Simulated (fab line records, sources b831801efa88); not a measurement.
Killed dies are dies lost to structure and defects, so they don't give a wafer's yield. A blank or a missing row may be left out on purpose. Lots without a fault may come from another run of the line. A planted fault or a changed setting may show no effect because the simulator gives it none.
Which tool did it? | flow sky130 | 14 lots, 42 wafers sampled, at 2 steps of a route of 708

WHAT THE GAUGES READ, wafer by wafer
The record holds no reading of a measuring or inspecting step that can be judged against a usual standard deviation.

WHICH TOOL RAN EACH LOT (tool, then ch and the chambers of the sampled wafers, then the start)
lot  | SKY_METAL2_STRIP_20                  | SKY_PAD_OPEN_PROBE_99
L899 | plasma_asher-04 ch 0,1, day 35 13:38 | -
L900 | plasma_asher-04 ch 0,1, day 35 14:35 | -
L901 | plasma_asher-04 ch 0,1, day 36 02:59 | -
L904 | plasma_asher-02 ch 0,1, day 37 14:41 | -
L902 | plasma_asher-01 ch 0, day 37 15:41   | -
L905 | plasma_asher-02 ch 0,1, day 37 19:12 | -
L906 | plasma_asher-02 ch 0,1, day 38 00:14 | prober-02, day 47 22:47
L907 | plasma_asher-01 ch 0,1, day 38 07:53 | prober-01, day 48 05:28
L908 | plasma_asher-04 ch 0,1, day 38 11:48 | -
L909 | plasma_asher-04 ch 0,1, day 38 17:26 | prober-01, day 48 12:46
L910 | plasma_asher-02 ch 0,1, day 39 02:33 | prober-02, day 48 19:38
L912 | plasma_asher-04 ch 0,1, day 40 00:47 | prober-01, day 49 10:45
L918 | plasma_asher-01 ch 0,1, day 41 05:14 | -
L920 | plasma_asher-04 ch 0,1, day 42 00:06 | -
- SKY_METAL2_STRIP_20: strips in O2/N2.
- SKY_PAD_OPEN_PROBE_99

WHAT THE TOOLS THEMSELVES READ (means of the sampled wafers that have a number; where no wafer has one, the mark that the record gives instead)
SKY_METAL2_STRIP_20. Usual: chamber_pressure_mTorr 1499.9 mTorr, standard deviation 1.3; drypump_motor_current_A 5.7 A, standard deviation 0.51; oes_product_au 0.342 a.u., standard deviation 0.0049; strip_time_to_endpoint_s 2.70 s, standard deviation 0.033.
lot  | tool            | chamber_pressure_mTorr (mTorr) | drypump_motor_current_A (A) | oes_product_au (a.u.) | strip_time_to_endpoint_s (s) | flag
L899 | plasma_asher-04 | 1500.0                         | 5.9                         | 0.351                 | 2.69                         |
L900 | plasma_asher-04 | 1500.9                         | 5.6                         | 0.340                 | 2.69                         |
L901 | plasma_asher-04 | 1499.5                         | 5.9                         | 0.340                 | 2.72                         |
L904 | plasma_asher-02 | 1500.4                         | 5.5                         | 0.349                 | 2.72                         |
L902 | plasma_asher-01 | 1500.0                         | 5.7                         | 0.345                 | 2.71                         |
L905 | plasma_asher-02 | 1499.8                         | 5.3                         | 0.339                 | 2.72                         |
L906 | plasma_asher-02 | 1499.0                         | 5.3                         | 0.342                 | 2.72                         |
L907 | plasma_asher-01 | 1499.4                         | 6.2                         | 0.341                 | 2.71                         |
L908 | plasma_asher-04 | 1498.9                         | 5.6                         | 0.343                 | 2.71                         |
L909 | plasma_asher-04 | -                              | -                           | -                     | -                            | OFF
L910 | plasma_asher-02 | -                              | -                           | -                     | -                            | OFF
L912 | plasma_asher-04 | 1499.3                         | 5.9                         | 0.342                 | 2.70                         |
L918 | plasma_asher-01 | 1502.2                         | 6.3                         | 0.344                 | 2.76                         |
L920 | plasma_asher-04 | 1499.7                         | 5.9                         | 0.340                 | 2.73                         |

SKY_PAD_OPEN_PROBE_99. Usual: defect_limited_yield 82.5 %, standard deviation 1.9; killed_at_M0_to_M3 44, standard deviation 6.4; killed_at_M4_up 3.4, standard deviation 2.1; killed_at_contacts 23, standard deviation 5; killed_at_front_end 15, standard deviation 4.5; killed_at_other 0.3, standard deviation 0.54; killed_dies 86, standard deviation 9.5; killed_on_rim 17, standard deviation 3.9; killed_open 48, standard deviation 6.9; killed_short 38, standard deviation 5.9; sort_bin_3_pad_short 0.8 %, standard deviation 0.44; sort_bin_5_function 10.5 %, standard deviation 1.6; sort_bin_6_memory 6.1 %, standard deviation 1.1; sort_n_pass 406, standard deviation 9.5; sort_yield_pct 82.5 %, standard deviation 1.9.
lot  | tool      | defect_limited_yield (%) | killed_at_M0_to_M3 | killed_at_M4_up | killed_at_contacts | killed_at_front_end | killed_at_other | killed_dies | killed_on_rim | killed_open | killed_short | sort_bin_3_pad_short (%) | sort_bin_5_function (%) | sort_bin_6_memory (%) | sort_n_pass | sort_yield_pct (%) | flag
L906 | prober-02 | 83.9                     | 38                 | 1.3             | 26                 | 14                  | 0.0             | 79          | 18            | 46          | 34           | 1.0                      | 8.7                     | 6.4                   | 413         | 83.9               |
L907 | prober-01 | 80.9                     | 46                 | 5.5             | 19                 | 22                  | 0.5             | 94          | 22            | 46          | 45           | 1.2                      | 12.2                    | 5.7                   | 398         | 80.9               |
L909 | prober-01 | 0.1                      | 445                | 3.3             | 25                 | 18                  | 0.0             | 491         | 95            | 49          | 35           | 0.6                      | 93.6                    | 5.7                   | 1           | 0.1                | OFF
L910 | prober-02 | 0.1                      | 446                | 5.0             | 25                 | 15                  | 0.0             | 491         | 96            | 56          | 37           | 1.3                      | 92.7                    | 5.9                   | 1           | 0.1                | OFF
L912 | prober-01 | 81.4                     | 46                 | 3.3             | 26                 | 17                  | 0.0             | 92          | 17            | 52          | 39           | 0.8                      | 10.6                    | 7.2                   | 400         | 81.4               |

THE ANSWER, worked out from the rows above alone
Rule: a lot is off if the mean of its wafers that have a number lies more than 3 standard deviations from the usual mean. A lot without any number at a reading at which 4 lots or more have one is off too. The other lots that the step has rows for count as sound. The gauges are gone through in route order, then the tools' own readings, and for those a lot's mean is taken as printed above. The first step at which some lot is off is used, and at that step the reading that is off furthest; a lot without a number counts as furthest.
Off: L909, L910, at SKY_METAL2_STRIP_20 (chamber_pressure_mTorr). Without a number there: L909, L910.
A tool fits if, at that step or a process step before it, it ran every lot that is off, and no sound lot after the first of them. None of those tried fits.

WHAT THE SIMULATOR HAD PUT IN
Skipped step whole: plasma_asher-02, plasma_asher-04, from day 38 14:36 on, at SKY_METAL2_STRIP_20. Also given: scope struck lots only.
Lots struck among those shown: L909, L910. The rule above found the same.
